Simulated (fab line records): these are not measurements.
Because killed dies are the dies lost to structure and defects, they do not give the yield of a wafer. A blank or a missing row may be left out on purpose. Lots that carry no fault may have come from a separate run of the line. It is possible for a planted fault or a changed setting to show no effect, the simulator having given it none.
Comparing a struck lot with a sound one ; flow sky130 ; 43 steps out of a route of 708
Sound: these wafers, L866.1, L866.2, L866.6. Struck: wafers L879.2, L879.4, L879.5. Last of all comes the cause.
Order at every step that has rows: each side's tool, ch and its chambers, its first start. Under that, the readings that differ: sound wafers ; struck wafers ; difference of the means ; sigmas: that difference in standard deviations of wafers without a fault.
alike: same words and numbers on both sides, and readings whose means sit less than 2 such deviations apart. not compared: any withheld reading, any reading some wafer has no value for, any bound like >300 that may hide the same value, and any number with overlapping values for which the record gives no deviation.
The two part at a step that has a row with sigmas, a row that says differs or no value, or rows on one side only. Numbers that have no deviation but don't overlap get no sigmas and don't part them. A reading missing from all wafers of one side parts the sides only when that side holds two or more wafers.

SKY_CAP2M_SPUTTER_02: material TiN, target thk 200 nm, time 166.7 s.
  sound on pvd sputter-02 at day 39 20:18; struck on pvd sputter-02 at day 45 00:20
  alike: throttle valve pct
SKY_CAP2M_RS_MEAS_03: measurement is done with a four-point probe.
  sound on film metro-01 at day 39 20:25; struck on film metro-01 at day 45 00:28
  alike: CAP2M_TIN_RS
SKY_CAP2M_THK_MEAS_04: measures by xrf.
  sound on film metro-01 at day 39 20:32; struck on film metro-01 at day 45 00:35
  alike: CAP2M_TIN_THK
then, 7 steps without rows for these wafers: SKY_CAP2M_DEHYDRATE_05 (time 60 s); SKY_CAP2M_HMDS_06 (prime time 60 s); SKY_CAP2M_COAT_07 (resist thk 1140 nm); SKY_CAP2M_SOFTBAKE_08 (time 60 s); SKY_CAP2M_EXPOSE_09 (exposes mask CAP2M, target cd 1000 nm); SKY_CAP2M_PEB_10; SKY_CAP2M_DEVELOP_11 (develop time 60 s).
SKY_CAP2M_OVL_MEAS_12:
  sound on overlay-02 at day 40 20:25; struck on overlay-02 at day 45 20:41
  alike: CAP2M_OVL
then, 1 step without rows for these wafers: SKY_CAP2M_METAL_ETCH_13 (etches TiN in Cl2/BCl3, stops on SiO2, target depth 220 nm, time 62.9 s).
SKY_CAP2M_STRIP_14: strips in O2/N2.
  sound on plasma asher-01 ch 0,1, day 40 20:31; struck on plasma asher-03 ch 0,1, day 45 20:48
  alike: drypump motor current A, oes product au, strip time to endpoint s
  not compared: rf hours counter h
then, 11 steps without rows for these wafers: SKY_CAP2M_STRIP_15 (strips in post etch residue remover, time 1200 s); SKY_CAP2M_CLEAN_16 (cleans in IPA, time 180 s); SKY_CAP2M_CLEAN_17 (cleans in O3/DIW); SKY_METAL4_DEHYDRATE_05 (time 60 s); SKY_METAL4_HMDS_06 (prime time 60 s); SKY_METAL4_COAT_07 (resist thk 60 nm); SKY_METAL4_COAT_08 (resist thk 1140 nm); SKY_METAL4_SOFTBAKE_09 (time 90 s); SKY_METAL4_EXPOSE_10 (exposes mask MM4, target cd 300 nm); SKY_METAL4_PEB_11; SKY_METAL4_DEVELOP_12 (develop time 60 s).
SKY_METAL4_CD_MEAS_13 targets a cd of 300 nm.
  sound on cd sem-01 at day 41 21:09; struck on cd sem-01 at day 46 17:52
  alike: cd nm
SKY_METAL4_OVL_MEAS_14:
  sound on overlay-02 at day 41 21:16; struck on overlay-02 at day 46 17:59
  alike: METAL4_OVL
then, 1 step without rows for these wafers: SKY_METAL4_DESCUM_15 (chemistry O2, time 8 s).
SKY_METAL4_ETCH_16: etches BARC in N2/H2, stops on SiO2, time 88.2 s, target depth 60 nm.
  sound on rie metal-04 ch 0,1, day 41 21:20; struck on rie metal-04 ch 0,1, day 46 18:02
  alike: drypump motor current A, oes product au, throttle valve pct
  not compared: rf hours counter h
SKY_METAL4_ETCH_17: etches SiO2 in C4F8/O2/Ar, stops on TiN, time 3.9 s, target depth 15 nm.
  sound on rie diel-04 ch 2,3, day 41 21:26; struck on rie diel-02 ch 0,3, day 46 18:08
  alike: oes product au
  not compared: rf hours counter h
SKY_METAL4_METAL_ETCH_18: etches the open film in Cl2/BCl3, stops on SiO2, target depth 845 nm, time 183.1 s.
  sound on rie metal-01 ch 0,1, day 41 21:28; struck on rie metal-01 ch 1, day 46 18:10
  alike: drypump motor current A, oes product au, throttle valve pct
  not compared: rf hours counter h
SKY_METAL4_STRIP_19: strips in O2/N2.
  sound on plasma asher-01 ch 0,1, day 41 21:38; struck on plasma asher-03 ch 0,1, day 46 18:20
  alike: drypump motor current A, oes product au, strip time to endpoint s
  not compared: rf hours counter h
then, 4 steps without rows for these wafers: SKY_METAL4_STRIP_20 (strips in post etch residue remover, time 1200 s); SKY_METAL4_CLEAN_21 (cleans in IPA, time 180 s); SKY_METAL4_CLEAN_22 (cleans in O3/DIW); SKY_VIA4_HDPCVD_00 (deposits SiO2, target thk 1750 nm, time 291.7 s).
SKY_VIA4_THK_MEAS_01:
  sound on film metro-04 at day 41 22:26; struck on film metro-03 at day 46 19:07
reading;sound;struck;difference;sigmas
VIA4_HDPCVD_THK (nm);1728 1726 1712;1752 1784 1760;+43;+2
then, 1 step without rows for these wafers: SKY_VIA4_CMP_02 (polishes SiO2).
SKY_VIA4_BOW_MEAS_03:
  sound on film metro-04 at day 41 22:51; struck on film metro-04 at day 46 19:29
  alike: VIA4_BOW
then, 4 steps without rows for these wafers: SKY_VIA4_DEHYDRATE_04 (time 60 s); SKY_VIA4_HMDS_05 (prime time 60 s); SKY_VIA4_COAT_06 (resist thk 1140 nm); SKY_VIA4_SOFTBAKE_07 (time 60 s).
-- the record jumps here: 3 days lie between the struck wafers' starts before and after (it left off in module VIA4 and takes up again in module PAD_OPEN, whose first step shown is number 708 of the route) --
SKY_PAD_OPEN_PROBE_99:
  sound on prober-02 at day 45 21:33; struck on prober-01 at day 50 03:01
reading;sound;struck;difference;sigmas
hold;- - -;await dispo/10.6h/release await dispo/10.6h/release await dispo/10.6h/release;no value on the sound wafers;
defect limited yield (%);83.5 85.2 80.9;73.8 73.4 72.2;-10.1;-5
killed at other;0 2 0;43 43 41;+42;+82
killed dies;81 73 94;129 131 137;+50;+5
sort_bin_5_function (%);11.2 7.9 10.8;17.3 16.3 19.1;+7.6;+5
sort n pass;411 419 398;363 361 355;-50;-5
sort yield pct (%);83.5 85.2 80.9;73.8 73.4 72.2;-10.1;-5
model.etest.tester.sort n pass;411 419 398;363 361 355;-50;
model.etest.tester.sort yield pct (%);83.54 85.16 80.89;73.78 73.37 72.15;-10.10;
model.etest.tester.sort_bin_5_pct (%);11.18 7.927 10.77;17.28 16.26 19.11;+7.59;
  alike: killed_at_M0_to_M3, killed_at_M4_up, killed at contacts, killed at front end, killed on rim, killed open, killed short, sort_bin_3_pad_short, sort_bin_6_memory
  not compared: model.etest.tester.sort_bin_3_pct

WHERE THEY PART
First at SKY_VIA4_THK_MEAS_01; last, within this record, at SKY_PAD_OPEN_PROBE_99.

WHY: the cause the simulator had injected
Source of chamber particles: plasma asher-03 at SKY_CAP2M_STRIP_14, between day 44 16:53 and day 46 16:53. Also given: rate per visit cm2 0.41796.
